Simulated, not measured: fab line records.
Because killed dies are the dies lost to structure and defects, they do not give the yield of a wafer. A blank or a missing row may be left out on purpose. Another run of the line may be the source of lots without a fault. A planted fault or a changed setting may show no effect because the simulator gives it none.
2 desks, one fault ; flow sky130 ; every desk sees just its own numbers, and what lay behind them comes last

== TOOL OWNER'S DESK, implanter-02 ==
For each lot that ran on this tool, the mean over its sampled wafers that have a number, from the tool's own readings at SKY_VT_ADJUST_LVTN_IMPLANT_19. Any lot whose mean is over 4 standard deviations away from the usual mean is out of limits and marked OUT; that distance is given in the brackets.
Columns: A = doseIonsCm2 at SKY_VT_ADJUST_LVTN_IMPLANT_19, usual 6.501e+11; B = endStationPressureTorr at SKY_VT_ADJUST_LVTN_IMPLANT_19, usual 5e-06 Torr; C = faradayCurrentUA at SKY_VT_ADJUST_LVTN_IMPLANT_19, usual 3.67
lot;first seen here;A;B;C
L572;day 8 03:43;6.495e+11;5e-06;3.63
L575;day 8 18:08;6.493e+11;5e-06;3.67
L583;day 11 01:26;9.224e+11 (+99 or more) OUT;5e-06;5.11 (+19) OUT
L585;day 11 15:07;9.225e+11 (+99 or more) OUT;5e-06;5.16 (+20) OUT
L594;day 14 09:26;6.499e+11;5e-06;3.65
This desk's verdict: out of limits on L583, L585, starting with L583 at day 11 01:26 (doseIonsCm2 at SKY_VT_ADJUST_LVTN_IMPLANT_19). In limits: L572, L575, L594.

== THE METROLOGY DESK ==
Lot by lot, what the gauges showed, no matter which tool ran the lot: averages of those sampled wafers that carry a number. Any lot whose mean is over 4 standard deviations away from the usual mean is out of limits and marked OUT; that distance is given in the brackets.
Columns: A = VT_ADJUST_LVTN_2_TW at SKY_VT_ADJUST_LVTN_TW_MEAS_21, usual 186.8; B = CAPM_TIN_RS at SKY_CAPM_RS_MEAS_03, usual 6.92 ohm/sq; C = METAL3_OVL at SKY_METAL3_OVL_MEAS_14, usual -1 nm
lot;first seen here;A;B;C
L572;day 8 03:55;187.4;6.92;1
L573;day 8 05:04;187.2;6.87;-4
L574;day 8 13:37;186.9;6.96;6
L575;day 8 18:23;186.7;7.01;-8
L577;day 9 10:54;186.3;6.89;8
L583;day 11 01:41;203.3 (+14) OUT;6.91;-4
L585;day 11 15:22;204.2 (+14) OUT;6.92;5
L589;day 12 16:11;185.5;6.93;4
L590;day 13 03:11;188.7;6.91;7
L591;day 13 06:31;187.6;6.83;-0
L593;day 14 04:06;187.8;6.97;-3
L594;day 14 09:41;186.5;6.91;-1
Per this desk, out of limits: L583, L585; the first was L583, day 11 01:41 (VT_ADJUST_LVTN_2_TW at SKY_VT_ADJUST_LVTN_TW_MEAS_21). In limits: L572, L573, L574, L575, L577, L589, L590, L591, L593, L594.

== BROUGHT TOGETHER ==
The tool owner's desk could have raised an alarm at day 11 01:26, on L583, L585.
L583, L585 would have let the metrology desk raise an alarm at day 11 01:41.
SKY_VT_ADJUST_LVTN_IMPLANT_19 was run on implanter-02 by each of the lots named.

== WHAT THE SIMULATOR HAD PUT IN ==
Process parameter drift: implanter-02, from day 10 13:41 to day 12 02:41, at SKY_VT_ADJUST_LVTN_IMPLANT_19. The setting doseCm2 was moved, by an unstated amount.
Struck lots among those shown: L583, L585.
Fault start to first reading out of limits, in hours, per desk: tool owner, 12; metrology, 12.
